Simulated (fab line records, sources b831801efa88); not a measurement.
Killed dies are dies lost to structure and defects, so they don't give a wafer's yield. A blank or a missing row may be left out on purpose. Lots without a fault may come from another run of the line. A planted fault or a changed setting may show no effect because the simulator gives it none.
Which tool did it? | flow gf180mcu | 24 lots, 72 wafers sampled, at 6 steps of a route of 602

WHAT THE GAUGES READ, wafer by wafer
GF_V5_THK_MEAS_03. Usual: V5_CVD_02_THK 1448 nm, standard deviation 18.
lot  | measured     | on            | V5_CVD_02_THK (nm) | flag
L074 | day 26 03:45 | film_metro-01 | 1462 1466 1454     |
L075 | day 26 12:10 | film_metro-01 | 1443 1474 1458     |
L076 | day 26 20:11 | film_metro-04 | 1415 1450 1462     |
L077 | day 27 07:24 | film_metro-03 | 1448 1427 1473     |
L078 | day 27 17:16 | film_metro-01 | 1425 1420 1446     |
L079 | day 28 04:46 | film_metro-03 | 1415 1425 1445     |
L080 | day 28 13:26 | film_metro-04 | 1469 1461 1494     |
L081 | day 28 19:13 | film_metro-03 | 1442 1473 1477     |
L082 | day 29 10:32 | film_metro-03 | 1444 1432 1469     |
L083 | day 29 15:55 | film_metro-04 | 1444 1468 1477     |
L084 | day 29 16:09 | film_metro-01 | 1434 1432 1458     |
L085 | day 29 19:42 | film_metro-01 | 1441 1455 1457     |
L086 | day 30 01:55 | film_metro-01 | 1448 1470 1460     |
L087 | day 30 10:09 | film_metro-01 | 1426 1430 1459     |
L088 | day 30 16:10 | film_metro-04 | 1441 1409 1450     |
L089 | day 31 00:36 | film_metro-03 | 1422 1439 1442     |
L090 | day 31 03:39 | film_metro-01 | 1426 1411 1458     |
L091 | day 31 09:25 | film_metro-04 | 1460 1435 1467     |
L092 | day 31 15:08 | film_metro-03 | 1403 1415 1443     |
L093 | day 32 00:00 | film_metro-01 | 1428 1417 1450     |
L094 | day 32 05:16 | film_metro-04 | 1438 1449 1425     |
L096 | day 32 20:48 | film_metro-01 | 1442 1468 1472     |
L095 | day 32 21:01 | film_metro-04 | 1436 1465 1444     |
L097 | day 32 22:16 | film_metro-01 | 1425 1465 1448     |

GF_TOP_METAL_CD_MEAS_14: target cd 440 nm. Usual: cd_nm 439.6 nm, standard deviation 2.5.
lot  | measured     | on        | cd_nm (nm)        | flag
L074 | day 27 22:30 | cd_sem-02 | 439.5 437.3 439.5 |
L075 | day 28 05:55 | cd_sem-02 | 441.1 442.1 440.2 |
L076 | day 28 13:34 | cd_sem-01 | 443.6 442.9 445.0 |
L077 | day 29 00:49 | cd_sem-02 | 437.2 438.4 437.8 |
L078 | day 29 10:18 | cd_sem-01 | 435.3 435.1 436.8 |
L079 | day 29 22:54 | cd_sem-01 | 442.0 440.8 438.9 |
L080 | day 30 07:50 | cd_sem-01 | 443.2 441.7 442.1 |
L081 | day 30 10:29 | cd_sem-01 | 442.2 443.4 443.9 |
L082 | day 31 02:28 | cd_sem-02 | 433.0 436.9 436.1 |
L083 | day 31 06:16 | cd_sem-01 | 438.3 440.2 440.4 |
L084 | day 31 06:34 | cd_sem-01 | 438.7 438.0 437.9 |
L085 | day 31 10:27 | cd_sem-02 | 439.7 441.1 439.4 |
L086 | day 31 16:14 | cd_sem-01 | 438.5 441.1 438.0 |
L087 | day 31 23:40 | cd_sem-02 | 440.4 438.9 439.1 |
L088 | day 32 05:07 | cd_sem-02 | 436.1 433.5 437.1 |
L089 | day 32 12:44 | cd_sem-01 | 443.4 443.1 443.1 |
L090 | day 32 14:34 | cd_sem-01 | 438.0 436.2 439.0 |
L091 | day 32 21:34 | cd_sem-01 | 437.1 439.2 437.4 |
L092 | day 33 01:54 | cd_sem-02 | 439.9 440.7 439.8 |
L093 | day 33 10:40 | cd_sem-02 | 440.2 440.3 441.5 |
L094 | day 33 15:38 | cd_sem-01 | 438.7 436.7 440.2 |
L096 | day 34 05:34 | cd_sem-01 | 438.6 439.4 437.4 |
L095 | day 34 06:25 | cd_sem-01 | 441.3 440.1 442.3 |
L097 | day 34 06:32 | cd_sem-02 | 440.1 443.8 443.5 |

WHICH TOOL RAN EACH LOT (tool, then ch and the chambers of the sampled wafers, then the start)
lot  | GF_MIM_STRIP_20                      | GF_M5_METAL_ETCH_10               | GF_M5_STRIP_11                       | GF_TOP_METAL_SPUTTER_00
L074 | plasma_asher-04 ch 0,1, day 25 04:25 | rie_metal-02 ch 0,1, day 26 02:54 | plasma_asher-04 ch 0,1, day 26 03:01 | pvd_sputter-03, day 27 02:23
L075 | plasma_asher-04 ch 0,1, day 25 13:52 | rie_metal-02 ch 0,1, day 26 11:20 | plasma_asher-04 ch 0,1, day 26 11:26 | pvd_sputter-01, day 27 10:28
L076 | plasma_asher-04 ch 0,1, day 25 22:16 | rie_metal-04 ch 0,1, day 26 19:21 | plasma_asher-04 ch 0,1, day 26 19:28 | pvd_sputter-04, day 27 17:33
L077 | plasma_asher-01 ch 0,1, day 26 10:07 | rie_metal-04 ch 0, day 27 06:32   | plasma_asher-02 ch 0,1, day 27 06:39 | pvd_sputter-03, day 28 05:24
L078 | plasma_asher-04 ch 1, day 26 20:23   | rie_metal-02 ch 0,1, day 27 16:23 | plasma_asher-04 ch 0,1, day 27 16:30 | pvd_sputter-04, day 28 14:46
L079 | plasma_asher-01 ch 0,1, day 27 07:13 | rie_metal-02 ch 0, day 28 03:50   | plasma_asher-02 ch 0,1, day 28 04:01 | pvd_sputter-01, day 29 02:23
L080 | plasma_asher-02 ch 0,1, day 27 16:35 | rie_metal-04 ch 0,1, day 28 12:32 | plasma_asher-02 ch 0,1, day 28 12:38 | pvd_sputter-01, day 29 11:06
L081 | plasma_asher-02 ch 0,1, day 27 22:27 | rie_metal-03 ch 0,1, day 28 18:20 | plasma_asher-02 ch 0,1, day 28 18:26 | pvd_sputter-03, day 29 16:12
L082 | plasma_asher-02 ch 0,1, day 28 13:23 | rie_metal-02 ch 0,1, day 29 09:20 | plasma_asher-04 ch 0,1, day 29 09:27 | pvd_sputter-01, day 30 09:10
L083 | plasma_asher-02 ch 0,1, day 28 19:19 | rie_metal-03 ch 0,1, day 29 15:02 | plasma_asher-04 ch 0,1, day 29 15:09 | pvd_sputter-01, day 30 11:49
L084 | plasma_asher-01 ch 0,1, day 28 19:49 | rie_metal-02 ch 0,1, day 29 15:17 | plasma_asher-03 ch 0,1, day 29 15:23 | pvd_sputter-04, day 30 12:07
L085 | plasma_asher-01 ch 0,1, day 28 23:41 | rie_metal-03 ch 0,1, day 29 18:51 | plasma_asher-03 ch 0,1, day 29 18:58 | pvd_sputter-04, day 30 16:15
L086 | plasma_asher-04 ch 0,1, day 29 05:21 | rie_metal-04 ch 1, day 30 00:55   | plasma_asher-02 ch 0,1, day 30 01:09 | pvd_sputter-03, day 30 21:48
L087 | plasma_asher-04 ch 0,1, day 29 14:04 | rie_metal-03 ch 0,1, day 30 09:13 | plasma_asher-02 ch 0,1, day 30 09:20 | pvd_sputter-03, day 31 05:56
L088 | plasma_asher-02 ch 0,1, day 29 22:43 | rie_metal-04 ch 1, day 30 15:11   | plasma_asher-04 ch 0,1, day 30 15:25 | pvd_sputter-04, day 31 11:39
L089 | plasma_asher-02 ch 0,1, day 30 04:48 | rie_metal-03 ch 0,1, day 30 23:44 | plasma_asher-04 ch 0, day 30 23:50   | pvd_sputter-04, day 31 19:51
L090 | plasma_asher-04 ch 0,1, day 30 09:08 | rie_metal-03 ch 0,1, day 31 02:47 | plasma_asher-04 ch 0,1, day 31 02:53 | pvd_sputter-03, day 31 22:23
L091 | plasma_asher-01 ch 0,1, day 30 13:41 | rie_metal-02 ch 1, day 31 08:32   | plasma_asher-04 ch 0,1, day 31 08:38 | pvd_sputter-04, day 32 05:26
L092 | plasma_asher-02 ch 0,1, day 30 19:34 | rie_metal-02 ch 0,1, day 31 14:14 | plasma_asher-04 ch 0,1, day 31 14:21 | pvd_sputter-01, day 32 09:45
L093 | plasma_asher-02 ch 0,1, day 31 05:20 | rie_metal-02 ch 0,1, day 31 23:08 | plasma_asher-03 ch 0,1, day 31 23:15 | pvd_sputter-04, day 32 18:23
L094 | plasma_asher-01 ch 0,1, day 31 10:46 | rie_metal-03 ch 0,1, day 32 04:23 | plasma_asher-03 ch 0,1, day 32 04:31 | pvd_sputter-04, day 32 23:13
L096 | plasma_asher-01 ch 0,1, day 32 02:43 | rie_metal-03 ch 1, day 32 19:56   | plasma_asher-04 ch 0, day 32 20:02   | pvd_sputter-04, day 33 14:30
L095 | plasma_asher-04 ch 0,1, day 32 02:49 | rie_metal-02 ch 0,1, day 32 20:08 | plasma_asher-03 ch 0,1, day 32 20:15 | pvd_sputter-01, day 33 15:00
L097 | plasma_asher-01 ch 0,1, day 32 05:01 | rie_metal-04 ch 0,1, day 32 21:26 | plasma_asher-04 ch 0,1, day 32 21:32 | pvd_sputter-04, day 33 15:26
- GF_MIM_STRIP_20: strips in O2/N2.
- GF_M5_METAL_ETCH_10: etches the open film in Cl2/BCl3, stops on SiO2, target depth 627.5 nm, time 104.6 s.
- GF_M5_STRIP_11: strips in O2/N2.
- GF_TOP_METAL_SPUTTER_00: material Ti, target thk 37.5 nm, time 150 s.

WHAT THE TOOLS THEMSELVES READ (means of the sampled wafers that have a number; where no wafer has one, the mark that the record gives instead)
GF_MIM_STRIP_20. Usual: drypump_motor_current_A 5.8 A, standard deviation 0.47; heater_power_w 346 W, standard deviation 45; oes_product_au 0.691 a.u., standard deviation 0.005; strip_time_to_endpoint_s 11.20 s, standard deviation 0.034.
lot  | tool            | drypump_motor_current_A (A) | heater_power_w (W) | oes_product_au (a.u.) | strip_time_to_endpoint_s (s) | flag
L074 | plasma_asher-04 | 6.0                         | 295                | 0.692                 | 11.17                        |
L075 | plasma_asher-04 | 5.7                         | 303                | 0.686                 | 11.22                        |
L076 | plasma_asher-04 | 6.0                         | 296                | 0.687                 | 11.20                        |
L077 | plasma_asher-01 | 5.3                         | 356                | 0.685                 | 11.21                        |
L078 | plasma_asher-04 | 6.4                         | 289                | 0.688                 | 11.18                        |
L079 | plasma_asher-01 | 5.3                         | 356                | 0.689                 | 11.17                        |
L080 | plasma_asher-02 | 6.0                         | 381                | 0.685                 | 11.13                        |
L081 | plasma_asher-02 | 6.1                         | 394                | 0.688                 | 11.19                        |
L082 | plasma_asher-02 | 6.0                         | 378                | 0.696                 | 11.24                        |
L083 | plasma_asher-02 | 6.2                         | 391                | 0.692                 | 11.18                        |
L084 | plasma_asher-01 | 5.3                         | 359                | 0.688                 | 11.17                        |
L085 | plasma_asher-01 | 5.3                         | 362                | 0.698                 | 11.23                        |
L086 | plasma_asher-04 | 5.7                         | 306                | 0.693                 | 11.19                        |
L087 | plasma_asher-04 | 6.0                         | 299                | 0.694                 | 11.15                        |
L088 | plasma_asher-02 | 6.0                         | 385                | 0.691                 | 11.18                        |
L089 | plasma_asher-02 | 6.0                         | 385                | 0.691                 | 11.23                        |
L090 | plasma_asher-04 | 5.7                         | 310                | 0.693                 | 11.19                        |
L091 | plasma_asher-01 | 5.3                         | 363                | 0.692                 | 11.24                        |
L092 | plasma_asher-02 | 6.1                         | 395                | 0.694                 | 11.20                        |
L093 | plasma_asher-02 | 6.2                         | 398                | 0.695                 | 11.22                        |
L094 | plasma_asher-01 | 5.3                         | 361                | 0.695                 | 11.22                        |
L096 | plasma_asher-01 | 5.3                         | 357                | 0.689                 | 11.17                        |
L095 | plasma_asher-04 | 5.7                         | 309                | 0.690                 | 11.18                        |
L097 | plasma_asher-01 | 5.3                         | 359                | 0.696                 | 11.24                        |

GF_M5_METAL_ETCH_10. Usual: drypump_motor_current_A 5.58 A, standard deviation 0.26; oes_product_au 0.970 a.u., standard deviation 0.0057; throttle_valve_pct 28.252 %, standard deviation 0.011.
lot  | tool         | drypump_motor_current_A (A) | oes_product_au (a.u.) | throttle_valve_pct (%) | flag
L074 | rie_metal-02 | 5.53                        | 0.971                 | 28.253                 |
L075 | rie_metal-02 | 5.57                        | 0.961                 | 28.254                 |
L076 | rie_metal-04 | 5.58                        | 0.971                 | 28.238                 |
L077 | rie_metal-04 | 6.19                        | 0.968                 | 28.254                 |
L078 | rie_metal-02 | 5.57                        | 0.972                 | 28.254                 |
L079 | rie_metal-02 | 5.53                        | 0.966                 | 28.260                 |
L080 | rie_metal-04 | 5.88                        | 0.971                 | 28.250                 |
L081 | rie_metal-03 | 5.49                        | 0.966                 | 28.251                 |
L082 | rie_metal-02 | 5.59                        | 0.967                 | 28.258                 |
L083 | rie_metal-03 | 5.49                        | 0.966                 | 28.256                 |
L084 | rie_metal-02 | 5.57                        | 0.968                 | 28.245                 |
L085 | rie_metal-03 | 5.68                        | 0.971                 | 28.267                 |
L086 | rie_metal-04 | 5.29                        | 0.980                 | 28.239                 |
L087 | rie_metal-03 | 5.66                        | 0.978                 | 28.239                 |
L088 | rie_metal-04 | 5.27                        | 0.974                 | 28.250                 |
L089 | rie_metal-03 | 5.51                        | 0.976                 | 28.255                 |
L090 | rie_metal-03 | 5.48                        | 0.975                 | 28.238                 |
L091 | rie_metal-02 | 5.60                        | 0.961                 | 28.252                 |
L092 | rie_metal-02 | 5.54                        | 0.972                 | 28.252                 |
L093 | rie_metal-02 | 5.60                        | 0.968                 | 28.258                 |
L094 | rie_metal-03 | 5.50                        | 0.968                 | 28.259                 |
L096 | rie_metal-03 | 5.84                        | 0.968                 | 28.252                 |
L095 | rie_metal-02 | 5.56                        | 0.976                 | 28.252                 |
L097 | rie_metal-04 | 5.59                        | 0.970                 | 28.258                 |

GF_M5_STRIP_11. Usual: drypump_motor_current_A 5.9 A, standard deviation 0.41; heater_power_w 334 W, standard deviation 42; oes_product_au 0.542 a.u., standard deviation 0.0049; strip_time_to_endpoint_s 7.503 s, standard deviation 0.029.
lot  | tool            | drypump_motor_current_A (A) | heater_power_w (W) | oes_product_au (a.u.) | strip_time_to_endpoint_s (s) | flag
L074 | plasma_asher-04 | 5.7                         | 306                | 0.544                 | 7.522                        |
L075 | plasma_asher-04 | 5.7                         | 306                | 0.542                 | 7.500                        |
L076 | plasma_asher-04 | 5.7                         | 301                | 0.544                 | 7.519                        |
L077 | plasma_asher-02 | 6.2                         | 394                | 0.543                 | 7.491                        |
L078 | plasma_asher-04 | 5.7                         | 307                | 0.541                 | 7.461                        |
L079 | plasma_asher-02 | 6.2                         | 399                | 0.536                 | 7.480                        |
L080 | plasma_asher-02 | 6.2                         | 398                | 0.544                 | 7.523                        |
L081 | plasma_asher-02 | 6.0                         | 385                | 0.543                 | 7.523                        |
L082 | plasma_asher-04 | 5.7                         | 305                | 0.540                 | 7.536                        |
L083 | plasma_asher-04 | 5.7                         | 304                | 0.543                 | 7.496                        |
L084 | plasma_asher-03 | 6.0                         | 334                | 0.541                 | 7.503                        |
L085 | plasma_asher-03 | 6.0                         | 345                | 0.543                 | 7.472                        |
L086 | plasma_asher-02 | 6.0                         | 391                | 0.538                 | 7.468                        |
L087 | plasma_asher-02 | 6.0                         | 375                | 0.540                 | 7.484                        |
L088 | plasma_asher-04 | 5.7                         | 307                | 0.546                 | 7.523                        |
L089 | plasma_asher-04 | 5.3                         | 314                | 0.539                 | 7.507                        |
L090 | plasma_asher-04 | 5.7                         | 304                | 0.541                 | 7.519                        |
L091 | plasma_asher-04 | 6.0                         | 299                | 0.537                 | 7.499                        |
L092 | plasma_asher-04 | 5.7                         | 309                | 0.544                 | 7.536                        |
L093 | plasma_asher-03 | 6.0                         | 369                | 0.544                 | 7.480                        |
L094 | plasma_asher-03 | 6.0                         | 366                | 0.544                 | 7.513                        |
L096 | plasma_asher-04 | 5.3                         | 319                | 0.545                 | 7.493                        |
L095 | plasma_asher-03 | 6.0                         | 345                | 0.542                 | 7.542                        |
L097 | plasma_asher-04 | 6.1                         | 295                | 0.545                 | 7.501                        |

GF_TOP_METAL_SPUTTER_00. Usual: substrate_temp_c 200.00 C, standard deviation 0.15; throttle_valve_pct 30.4 %, standard deviation 0.79.
lot  | tool           | substrate_temp_c (C) | throttle_valve_pct (%) | flag
L074 | pvd_sputter-03 | 200.06               | 29.7                   |
L075 | pvd_sputter-01 | 200.04               | 30.4                   |
L076 | pvd_sputter-04 | 200.02               | 31.0                   |
L077 | pvd_sputter-03 | 200.01               | 29.6                   |
L078 | pvd_sputter-04 | 199.89               | 30.6                   |
L079 | pvd_sputter-01 | 200.19               | 30.2                   |
L080 | pvd_sputter-01 | 200.06               | 30.5                   |
L081 | pvd_sputter-03 | 199.97               | 30.1                   |
L082 | pvd_sputter-01 | 200.26               | 30.4                   |
L083 | pvd_sputter-01 | 199.97               | 30.1                   |
L084 | pvd_sputter-04 | 200.05               | 30.8                   |
L085 | pvd_sputter-04 | 200.05               | 30.6                   |
L086 | pvd_sputter-03 | 199.98               | 30.0                   |
L087 | pvd_sputter-03 | 199.95               | 29.9                   |
L088 | pvd_sputter-04 | 200.00               | 31.0                   |
L089 | pvd_sputter-04 | 200.00               | 30.6                   |
L090 | pvd_sputter-03 | 200.02               | 30.3                   |
L091 | pvd_sputter-04 | 200.10               | 30.5                   |
L092 | pvd_sputter-01 | 199.81               | 30.5                   |
L093 | pvd_sputter-04 | 200.00               | 30.7                   |
L094 | pvd_sputter-04 | 200.01               | 30.2                   |
L096 | pvd_sputter-04 | 200.07               | 30.6                   |
L095 | pvd_sputter-01 | 200.08               | 29.6                   |
L097 | pvd_sputter-04 | 199.98               | 31.1                   |

THE ANSWER, worked out from the rows above alone
Rule: a lot is off if the mean of its wafers that have a number lies more than 3 standard deviations from the usual mean. A lot without any number at a reading at which 4 lots or more have one is off too. The other lots that the step has rows for count as sound. The gauges are gone through in route order, then the tools' own readings, and for those a lot's mean is taken as printed above. The first step at which some lot is off is used, and at that step the reading that is off furthest; a lot without a number counts as furthest.
No lot is off at any reading shown: from this, nothing can be told.

WHAT THE SIMULATOR HAD PUT IN
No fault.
